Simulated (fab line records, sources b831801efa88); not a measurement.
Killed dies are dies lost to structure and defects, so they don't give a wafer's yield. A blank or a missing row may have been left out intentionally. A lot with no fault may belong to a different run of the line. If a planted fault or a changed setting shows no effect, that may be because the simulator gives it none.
8D (eight disciplines) problem report, filled in by code | flow sfq-line | the parts of the form that need people (team, actions taken, sign-off) are left out

1. PROBLEM STATEMENT
rf-fwd-power-W at SFQ_TRILAYER_M5_BARC_OPEN_METAL_ETCH_161 reads a mean of 835.9 W on 3 wafers of 2 lots; wafers without a fault read 594.0 W with a standard deviation of 2.7. Relative to the usual mean, that is a shift of +90 standard deviations.
The step: etches BARC in O2, target depth 125 nm, time 41.7 s.
The first sign was on wafer L140.2 at day 61 09:41, on rie-metal-03. Wafers with a number at this step in the record: 18, from 6 lots. Rule for "out" (also "out of limits"): further than 4 standard deviations from the usual mean. The other wafers with a number count as sound.

2. WHAT IT IS, WHAT IT ISN'T
question                    | is                     | is not
which readings at this step | rf-fwd-power-W         | drypump-motor-current-A, oes-product-au
which lots                  | L140, L141             | L133, L134, L149, L151
which wafers of those lots  | L140.2, L141.2, L141.4 | L140.4, L140.6, L141.3
read on which tools         | rie-metal-03           | rie-metal-01, rie-metal-02
when                        | from day 61 09:41      | up to then (8 sound wafers); but 7 sound wafers of L141, L149, L151 came after

3. WHAT RULES OUT EACH SUSPECT
Counting: a tool at a process step up to the reading stays a suspect if it ran every lot that is out. Sound lots after the first of them don't rule it out here, since some wafers of a struck lot are sound.
- rie-metal-03 at SFQ_TRILAYER_JJ_CE_STRIP_STRIP_120 (strips in O2): kept. It processed each lot that is out (first: L140, day 61 05:25); up to then, its last sound lot is L134 (day 55 10:43).
- rie-metal-03 at SFQ_TRILAYER_M5_BARC_OPEN_METAL_ETCH_161 (etches BARC in O2, target depth 125 nm, time 41.7 s): kept. It processed each lot that is out (first: L140, day 61 09:41); up to then, its last sound lot is L133 (day 55 18:15). Its own rf-fwd-power-W readings are out on those wafers.
- Within rie-metal-03 at SFQ_TRILAYER_M5_BARC_OPEN_METAL_ETCH_161, the wafers that are out were processed in chamber 0 and their sound lot-mates in chamber 1.
Left after counting: rie-metal-03 at SFQ_TRILAYER_JJ_CE_STRIP_STRIP_120, rie-metal-03 at SFQ_TRILAYER_M5_BARC_OPEN_METAL_ETCH_161.

4. THE CAUSE (what the simulator had put in)
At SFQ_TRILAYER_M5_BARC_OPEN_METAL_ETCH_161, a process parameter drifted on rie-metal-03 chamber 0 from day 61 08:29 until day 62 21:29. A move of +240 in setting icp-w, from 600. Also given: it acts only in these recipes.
After counting, 2 suspects remain, this tool included.

5. SEQUENCE OF EFFECTS, ordered by route
Rows list readings where the struck wafers' mean (over those with a number) sits beyond 3 standard deviations from the usual. Only readings for which the record gives a usual standard deviation are gone through. hours: the time from each lot's start at the first step in this table that gives one to its start at this step, as a median over the lots. sigmas: the change in usual standard deviations.
hours | step                                     | reading        | usual   | on struck wafers | change | sigmas
0     | SFQ_TRILAYER_M5_BARC_OPEN_METAL_ETCH_161 | rf-fwd-power-W | 594.0 W | 835.9            | +241.9 | +90
Process steps it contains:
- SFQ_TRILAYER_M5_BARC_OPEN_METAL_ETCH_161: etches BARC in O2, target depth 125 nm, time 41.7 s.

6. WHAT WOULD HAVE CAUGHT IT SOONER
In this record the first reading out of limits was taken at day 61 09:41, 1 hour after the fault began at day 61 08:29.
